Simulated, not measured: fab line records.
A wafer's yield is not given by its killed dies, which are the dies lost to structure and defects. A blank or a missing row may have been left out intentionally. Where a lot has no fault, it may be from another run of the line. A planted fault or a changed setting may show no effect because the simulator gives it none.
A single fault, viewed from 2 desks | flow sfq_line | every desk sees just its own numbers, and what lay behind them comes last

## METROLOGY DESK
What the gauges read for every lot (on any tool): the sampled wafers with a number, averaged. If a lot's mean is further than 4 standard deviations from the usual mean, the lot is out of limits and carries the mark OUT (the distance appears in the brackets).
Columns: A = I2_OVL at SFQ_I2_OVL_MEAS_918, usual -4 nm; B = M3_NB_RS at SFQ_M3_RS_MEAS_919, usual 0.888 ohm/sq; C = M3_OVL at SFQ_M3_OVL_MEAS_921, usual 2 nm
lot  | first seen here | A   | B     | C
L328 | day 29 06:58    | -4  | 0.891 | 8
L337 | day 40 07:51    | -6  | 0.887 | -6
L338 | day 40 13:51    | 2   | 0.893 | 6
L345 | day 44 11:23    | -9  | 0.885 | 4
L347 | day 46 02:59    | -1  | 0.897 | -4
L350 | day 46 13:46    | -14 | 0.890 | 4
This desk found nothing out of limits on any of the 6 lots.

## TOOL OWNER'S DESK, krf_scanner-02
The tool's own readings at SFQ_TRILAYER_M3_LITHO_EXPOSE_076 (exposes mask M3, target cd 500 nm): means of the sampled wafers that have a number, for each lot that ran on this tool. If a lot's mean is further than 4 standard deviations from the usual mean, the lot is out of limits and carries the mark OUT (the distance appears in the brackets).
Columns: A = exposure_dose_mJ_cm2 at SFQ_TRILAYER_M3_LITHO_EXPOSE_076, usual 14.396; B = reticle_temp_C at SFQ_TRILAYER_M3_LITHO_EXPOSE_076, usual 23.00 C
lot  | first seen here | A      | B
L337 | day 40 10:16    | 14.399 | 23.19
L338 | day 40 16:16    | 14.409 | 22.83
L347 | day 51 22:11    | 14.386 | 23.10
L350 | day 52 07:35    | 14.398 | 22.99
This desk found nothing out of limits on any of the 4 lots.

## ALL TOGETHER
Nothing out of limits was seen by the metrology desk.
The desk of the tool owner found nothing out of limits.

## WHAT THE SIMULATOR PUT IN
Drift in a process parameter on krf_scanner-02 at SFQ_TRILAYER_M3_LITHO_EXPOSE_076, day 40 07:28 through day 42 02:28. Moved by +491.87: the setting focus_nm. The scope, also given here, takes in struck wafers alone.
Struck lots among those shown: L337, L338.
